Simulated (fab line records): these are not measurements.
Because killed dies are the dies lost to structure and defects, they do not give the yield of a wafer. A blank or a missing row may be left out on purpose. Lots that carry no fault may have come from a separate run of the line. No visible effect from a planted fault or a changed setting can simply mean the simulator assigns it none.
The same fault as seen by 2 desks -- flow sky130 -- each desk holds nothing but its own numbers, with what lay behind them at the end

## AT THE METROLOGY DESK
What the gauges read for every lot (on any tool): the sampled wafers with a number, averaged. The brackets show how far a lot's mean lies from the usual mean; more than 4 standard deviations puts the lot out of limits, marked OUT.
Columns: A = CONTACT_HDPCVD_THK at SKY_CONTACT_THK_MEAS_03, usual 563 nm
lot,first seen here,A
L245,day 28 06:53,569
L246,day 28 08:02,561
L249,day 29 06:59,560
L248,day 29 09:32,568
L254,day 30 19:57,554
L255,day 31 04:23,557
L256,day 31 11:38,560
L263,day 40 15:27,563
L264,day 40 22:09,558
L265,day 40 23:02,570
L266,day 41 01:04,571
Finding of this desk: none of the 11 lots has anything out of limits.

## AT THE TOOL OWNER'S DESK: rie_diel-03
The tool's own readings at SKY_POLY_CUT_ETCH_11 (etches Si3N4 in CF4/CH2F2/Ar, stops on poly-Si, time 42.5 s, target depth 60 nm): means of the sampled wafers that have a number, for each lot that ran on this tool. The brackets show how far a lot's mean lies from the usual mean; more than 4 standard deviations puts the lot out of limits, marked OUT.
Columns: A = cf4_flow_sccm at SKY_POLY_CUT_ETCH_11, usual 40.01 sccm; B = drypump_motor_current_A at SKY_POLY_CUT_ETCH_11, usual 5.8 A; C = oes_product_au at SKY_POLY_CUT_ETCH_11, usual 0.828 a.u.; D = rf_fwd_power_W at SKY_POLY_CUT_ETCH_11, usual 593.2 W; E = run_length_s at SKY_POLY_CUT_ETCH_11, usual 70.7 s; F = throttle_valve_pct at SKY_POLY_CUT_ETCH_11, usual 14.995 %
lot,first seen here,A,B,C,D,E,F
L254,day 24 15:02,40.01,5.2,0.860 (+5.2) OUT,596.9,68.9,14.998
L255,day 25 00:37,40.03,5.0,0.865 (+6.1) OUT,593.8,68.8,14.987
L264,day 35 06:56,40.10,5.0,0.830,592.2,70.5,14.998
L266,day 35 08:29,40.11,5.5,0.822,592.8,70.5,14.991
Finding of this desk: L254, L255 out of limits; the first was L254 at day 24 15:02, on oes_product_au at SKY_POLY_CUT_ETCH_11. In limits: L264, L266.

## BROUGHT TOGETHER
At day 24 15:02, on L254, L255, the tool owner's desk was in a position to raise an alarm.
The metrology desk saw nothing out of limits.
The metrology desk holds a record of L254, L255, inside its limits.
SKY_POLY_CUT_ETCH_11 was run on rie_diel-03 by each of the lots named.

## WHAT WAS PUT IN BY THE SIMULATOR
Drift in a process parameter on rie_diel-03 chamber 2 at SKY_POLY_CUT_ETCH_11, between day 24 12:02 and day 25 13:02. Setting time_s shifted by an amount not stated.
Shown lots that were struck: L254, L255.
Hours from the fault's start to each desk's first reading out of limits: the tool owner's desk, 3.
